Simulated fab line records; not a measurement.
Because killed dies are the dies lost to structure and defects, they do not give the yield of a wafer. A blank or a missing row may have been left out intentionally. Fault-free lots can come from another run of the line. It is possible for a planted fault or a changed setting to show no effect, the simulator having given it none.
fab line records | flow sky130
record lots=15 | wafers=45 | lastDay=50
route steps=708 shown METAL1@445 PAD_OPEN@708
lots that met no fault: from a run of the same line without faults
startH: start of the lot's first displayed wafer, in hours after the record's first day | waitH: how many hours have passed since the lot's step before this one | " the same as in the row above | L1.1+2: a row that stands for several wafers | - value missing, or start not given | * or withheld: withheld | < > ~ a bound
route shown NAME@n: NAME is a module with steps in the file, n the number in the route of the first one | usual: mean/standard deviation taken from wafers without a fault | same: alike in all rows | chamber/n: place in a boat | sites: readings site by site | _std_site: the values' standard deviation | _edge_site: inner sites' mean taken away from outer sites' mean | radiusMm: how far each site lies from the wafer's centre | mask NAME#n: copy n | behind: the most recent tool/chamber to have shaped the wafer | hold: what put the lot on hold/how long, in hours/how the hold closed | device: whichever transistor did not switch (one of n, p or np) | end of line: at the end of the route, the tests of the same wafers | step lacking rows: just its recipe | killed: dies that structure and defects cost at the first sort, which is not the same as the wafer's yield | map: the dies of a wafer, with x for killed, . for not killed, _ for no die there
set.NAME: setting as actually run; set.NAME@STEP: the setting as run at that earlier step | model.NAME: the simulator's own value behind a step, which no gauge read
route steps across a sampled set of lots; one table per step, one row per wafer
## steps
# step SKY_METAL1_SOFTBAKE_11
# recipe tempC=100 | timeS=90 | resist=KrF-thick
# usual heaterPowerTotalW=57.37/0.12 | plateTempC=100.02/0.13 | runLengthS=118.99/0.25
lot.wafer | tool          | chamber | startH | waitH | heaterPowerTotalW | plateTempC | runLengthS
L829.1    | lithoTrack-02 | 0       | 755    | -     | 57.45             | 99.97      | 119.14
L829.3    | "             | 0       | "      | "     | 57.41             | 99.95      | 119.39
L829.6    | "             | 0       | "      | "     | 57.12             | 100.15     | 119.55
L831.1    | lithoTrack-02 | 0       | 767    | -     | 57.40             | 99.94      | 119.15
L831.2    | "             | 0       | "      | "     | 57.48             | 99.92      | 119.25
L831.5    | "             | 0       | "      | "     | 57.13             | 99.92      | 119.31
L832.1    | lithoTrack-04 | 0       | 773    | -     | 57.53             | 99.82      | 118.84
L832.2    | "             | 0       | "      | "     | 57.48             | 99.92      | 119.05
L832.3    | "             | 0       | "      | "     | 57.61             | 100.04     | 119.02
L834.3    | lithoTrack-03 | 0       | 787    | -     | 57.54             | 100.11     | 118.76
L834.4    | "             | 0       | "      | "     | 57.42             | 100.23     | 118.72
L834.5    | "             | 0       | "      | "     | 57.33             | 100.14     | 118.79
L835.1    | lithoTrack-03 | 0       | 804    | -     | 57.17             | 100.08     | 118.71
L835.2    | "             | 0       | "      | "     | 57.37             | 99.93      | 118.83
L835.3    | "             | 0       | "      | "     | 57.16             | 100.03     | 118.93
L836.3    | lithoTrack-02 | 0       | 806    | -     | 57.21             | 99.85      | 119.20
L836.4    | "             | 0       | "      | "     | 57.14             | 99.81      | 119.39
L836.6    | "             | 0       | "      | "     | 57.50             | 99.90      | 119.24
L839.1    | lithoTrack-03 | 0       | 828    | -     | 57.48             | 100.42     | 118.79
L839.2    | "             | 0       | "      | "     | 57.53             | 99.91      | 118.70
L839.6    | "             | 0       | "      | "     | 57.32             | 99.98      | 118.83
L842.2    | lithoTrack-03 | 0       | 852    | -     | 58.51             | -          | 113.84
L842.5    | "             | 0       | "      | "     | 58.53             | -          | 114.09
L842.6    | "             | 0       | "      | "     | 58.57             | -          | 113.97
L843.1    | lithoTrack-03 | 0       | 856    | -     | 58.63             | -          | 113.90
L843.5    | "             | 0       | "      | "     | 58.63             | -          | 113.82
L843.6    | "             | 0       | "      | "     | 58.57             | -          | 113.98
L844.3    | lithoTrack-03 | 0       | 865    | -     | 58.31             | -          | 113.98
L844.4    | "             | 0       | "      | "     | 58.20             | -          | 113.99
L844.5    | "             | 0       | "      | "     | 58.50             | -          | 114.19
L848.1    | lithoTrack-02 | 0       | 895    | -     | 57.35             | 100.16     | 119.27
L848.3    | "             | 0       | 896    | -     | 57.36             | 99.87      | 119.34
L848.4    | "             | 0       | "      | "     | 57.23             | 99.92      | 119.27
L849.2    | lithoTrack-04 | 0       | 900    | -     | 57.30             | 99.98      | 118.80
L849.4    | "             | 0       | "      | "     | 57.35             | 99.94      | 118.88
L849.5    | "             | 0       | "      | "     | 57.29             | 99.90      | 118.97
L850.2    | lithoTrack-04 | 0       | 906    | -     | 57.25             | 99.98      | 118.94
L850.4    | "             | 0       | "      | "     | 57.36             | 99.97      | 118.94
L850.6    | "             | 0       | "      | "     | 57.44             | 100.13     | 118.84
L851.4    | lithoTrack-04 | 0       | 920    | -     | 57.18             | 99.99      | 119.20
L851.5    | "             | 0       | "      | "     | 57.32             | 99.87      | 118.82
L851.6    | "             | 0       | "      | "     | 57.46             | 99.96      | 118.83
L852.1    | lithoTrack-02 | 0       | 921    | -     | 57.28             | 100.07     | 119.43
L852.4    | "             | 0       | "      | "     | 57.43             | 99.80      | 119.25
L852.5    | "             | 0       | "      | "     | 57.26             | 100.06     | 119.52
# step SKY_PAD_OPEN_PROBE_99
# usual defectLimitedYield=82.6/1.8 | killed_at_M0_to_M3=43/6.6 | killed_at_M4_up=3.4/1.8 | killedAtContacts=24/4.9 | killedAtFrontEnd=15/4.1 | killedAtOther=0.3/0.55 | killedDies=85/8.8 | killedOpen=46/6.1 | killedShort=39/5.7 | sort_bin_3_pad_short=0.9/0.41 | sort_bin_5_function=10.1/1.5 | sort_bin_6_memory=6.4/1 | sortNPass=407/8.8 | sortYieldPct=82.6/1.8
# same grossDies=492 | killedAtBackSide=0 | sort_bin_4_leakage[%]=0 | sort_bin_8_speed[%]=0
lot.wafer | tool      | chamber | startH  | waitH | defectLimitedYield[%] | killed_at_M0_to_M3 | killed_at_M4_up | killedAtContacts | killedAtFrontEnd | killedAtOther | killedDies | killedOpen | killedShort | sort_bin_3_pad_short[%] | sort_bin_5_function[%] | sort_bin_6_memory[%] | sortNPass | sortYieldPct[%]
L829.1    | prober-02 | -       | 1081.43 | 0.1   | 79.1                  | 54                 | 2               | 21               | 25               | 1             | 103        | 66         | 37          | 0.6                     | 13.0                   | 7.3                  | 389       | 79.1
L829.3    | prober-02 | -       | 1081.53 | 0.2   | 80.9                  | 60                 | 4               | 16               | 13               | 1             | 94         | 51         | 43          | 1.4                     | 10.0                   | 7.7                  | 398       | 80.9
L829.6    | prober-02 | -       | 1081.68 | 0.2   | 81.9                  | 44                 | 2               | 25               | 18               | 0             | 89         | 53         | 36          | 1.2                     | 11.0                   | 5.9                  | 403       | 81.9
L835.1    | prober-02 | -       | 1119.98 | 0.1   | 84.6                  | 35                 | 4               | 23               | 14               | 0             | 76         | 35         | 40          | 1.0                     | 10.0                   | 4.5                  | 416       | 84.6
L835.2    | prober-02 | -       | 1120.03 | 0.1   | 82.7                  | 44                 | 0               | 26               | 14               | 1             | 85         | 45         | 40          | 0.2                     | 11.6                   | 5.5                  | 407       | 82.7
L835.3    | prober-02 | -       | 1120.08 | 0.2   | 81.5                  | 44                 | 5               | 25               | 17               | 0             | 91         | 46         | 42          | 0.8                     | 11.0                   | 6.7                  | 401       | 81.5
L842.2    | prober-01 | -       | 1151.93 | 0.1   | 83.7                  | 33                 | 3               | 23               | 19               | 2             | 80         | 43         | 36          | 0.6                     | 8.5                    | 7.1                  | 412       | 83.7
L842.5    | prober-01 | -       | 1152.08 | 0.2   | 83.5                  | 42                 | 1               | 22               | 16               | 0             | 81         | 36         | 45          | 0.8                     | 11.0                   | 4.7                  | 411       | 83.5
L842.6    | prober-01 | -       | 1152.13 | 0.2   | 80.7                  | 46                 | 3               | 27               | 17               | 2             | 95         | 57         | 37          | 1.4                     | 10.2                   | 7.7                  | 397       | 80.7
L843.1    | prober-02 | -       | 1155.20 | 0.1   | 81.5                  | 46                 | 7               | 15               | 23               | 0             | 91         | 50         | 41          | 0.2                     | 12.4                   | 5.9                  | 401       | 81.5
L843.5    | prober-02 | -       | 1155.40 | 0.2   | 80.7                  | 46                 | 1               | 25               | 22               | 1             | 95         | 50         | 44          | 1.0                     | 11.6                   | 6.7                  | 397       | 80.7
L843.6    | prober-02 | -       | 1155.45 | 0.2   | 80.3                  | 49                 | 5               | 30               | 12               | 1             | 97         | 53         | 44          | 0.4                     | 12.2                   | 7.1                  | 395       | 80.3
L844.3    | prober-01 | -       | 1161.33 | 0.2   | 84.8                  | 39                 | 3               | 19               | 14               | 0             | 75         | 44         | 30          | 0.8                     | 8.7                    | 5.7                  | 417       | 84.8
L844.4    | prober-01 | -       | 1161.38 | 0.2   | 81.1                  | 52                 | 4               | 26               | 11               | 0             | 93         | 52         | 40          | 1.0                     | 10.4                   | 7.5                  | 399       | 81.1
L844.5    | prober-01 | -       | 1161.43 | 0.2   | 82.1                  | 53                 | 1               | 22               | 12               | 0             | 88         | 53         | 35          | 0.2                     | 11.4                   | 6.3                  | 404       | 82.1
# killed by level:class
L829.1 VIA1:geometricParticle:open=19 CONTACT:geometricParticle:open=10 VIA3:geometricParticle:open=9 POLY_GATE:geometricParticle:open=7 FIELD_ISO:geometricParticle:open=6 VIA2:geometricParticle:short=6 VIA2:geometricParticle:open=5 LI_CONTACT:geometricParticle:open=4
L829.3 VIA1:geometricParticle:open=17 VIA3:geometricParticle:open=9 METAL2:geometricParticle:short=8 VIA2:geometricParticle:open=7 CONTACT:geometricParticle:open=7 METAL1:geometricParticle:short=7 POLY_GATE:geometricParticle:short=5 POLY_GATE:geometricParticle:open=4
L829.6 VIA1:geometricParticle:open=13 CONTACT:geometricParticle:open=11 VIA3:geometricParticle:open=10 LI_CONTACT:geometricParticle:open=6 FIELD_ISO:geometricParticle:short=5 METAL2:geometricParticle:short=5 POLY_GATE:geometricParticle:short=4 LOCAL_INTERCONNECT:geometricParticle:short=4
L835.1 CONTACT:geometricParticle:open=11 METAL1:geometricParticle:short=9 VIA2:geometricParticle:open=6 LI_CONTACT:geometricParticle:open=5 FIELD_ISO:geometricParticle:open=4 METAL3:geometricParticle:short=4 METAL4:geometricParticle:short=4 FIELD_ISO:geometricParticle:short=3
L835.2 VIA1:geometricParticle:open=13 CONTACT:geometricParticle:open=11 METAL1:geometricParticle:short=7 CONTACT:geometricParticle:short=5 VIA2:geometricParticle:short=5 VIA2:geometricParticle:open=5 FIELD_ISO:geometricParticle:short=4 LOCAL_INTERCONNECT:geometricParticle:short=4
L835.3 VIA1:geometricParticle:open=14 CONTACT:geometricParticle:short=8 FIELD_ISO:geometricParticle:short=7 FIELD_ISO:geometricParticle:open=6 VIA3:geometricParticle:open=5 CONTACT:geometricParticle:open=5 METAL4:geometricParticle:short=5 LOCAL_INTERCONNECT:geometricParticle:open=4
L842.2 LI_CONTACT:geometricParticle:open=9 VIA2:geometricParticle:open=7 FIELD_ISO:geometricParticle:open=6 CONTACT:geometricParticle:open=6 VIA1:geometricParticle:short=5 VIA1:geometricParticle:open=5 POLY_GATE:geometricParticle:short=4 CONTACT:geometricParticle:short=4
L842.5 METAL1:geometricParticle:short=8 CONTACT:geometricParticle:open=7 VIA1:geometricParticle:short=7 LOCAL_INTERCONNECT:geometricParticle:short=6 LI_CONTACT:geometricParticle:short=5 VIA2:geometricParticle:open=5 VIA3:geometricParticle:open=5 FIELD_ISO:geometricParticle:short=4
L842.6 CONTACT:geometricParticle:open=11 VIA1:geometricParticle:open=10 VIA2:geometricParticle:open=9 LI_CONTACT:geometricParticle:open=9 VIA3:geometricParticle:open=7 FIELD_ISO:geometricParticle:short=5 METAL1:geometricParticle:short=5 VIA1:geometricParticle:short=5
L843.1 VIA1:geometricParticle:open=14 VIA1:geometricParticle:short=7 FIELD_ISO:geometricParticle:open=6 VIA2:geometricParticle:open=6 LI_CONTACT:geometricParticle:open=6 FIELD_ISO:geometricParticle:short=5 METAL4:geometricParticle:short=5 METAL3:geometricParticle:short=5
L843.5 CONTACT:geometricParticle:open=15 VIA1:geometricParticle:short=8 VIA1:geometricParticle:open=8 VIA3:geometricParticle:open=7 POLY_GATE:geometricParticle:short=6 METAL1:geometricParticle:short=5 METAL2:geometricParticle:short=5 POLY_GATE:geometricParticle:open=4
L843.6 CONTACT:geometricParticle:open=11 LI_CONTACT:geometricParticle:open=9 VIA1:geometricParticle:open=8 METAL2:geometricParticle:short=8 CONTACT:geometricParticle:short=7 VIA1:geometricParticle:short=7 VIA3:geometricParticle:open=6 VIA2:geometricParticle:open=6
L844.3 VIA1:geometricParticle:open=11 CONTACT:geometricParticle:open=7 FIELD_ISO:geometricParticle:open=6 METAL1:geometricParticle:short=5 LI_CONTACT:geometricParticle:open=4 LOCAL_INTERCONNECT:geometricParticle:short=4 VIA2:geometricParticle:open=4 POLY_GATE:geometricParticle:short=3
L844.4 VIA2:geometricParticle:open=11 VIA1:geometricParticle:open=9 LI_CONTACT:geometricParticle:open=7 METAL2:geometricParticle:short=7 LOCAL_INTERCONNECT:geometricParticle:short=6 CONTACT:geometricParticle:open=6 VIA3:geometricParticle:open=6 CONTACT:geometricParticle:short=5
L844.5 VIA1:geometricParticle:open=12 VIA3:geometricParticle:open=10 CONTACT:geometricParticle:open=9 LI_CONTACT:geometricParticle:open=8 VIA1:geometricParticle:short=8 VIA2:geometricParticle:open=7 METAL1:geometricParticle:short=5 METAL2:geometricParticle:short=5
## key
firstSign step=SKY_METAL1_SOFTBAKE_11 | reading=runLengthS | direction=down | sigmas=20 | usual=* | struck=*
effect step=SKY_METAL1_SOFTBAKE_11 | reading=heaterPowerTotalW | direction=up | sigmas=9.4 | usual=* | struck=*
metAt SKY_METAL1_SOFTBAKE_11
struckLots L842,L843,L844
onsetBetween 828 852
fault kind=processParameterDrift | tool=lithoTrack-03 | chamber=- | onsetH=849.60 | steps=SKY_METAL1_SOFTBAKE_11 | channel=timeS | offset=* | shape=step | endH=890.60 | actsIn=* | stated=*
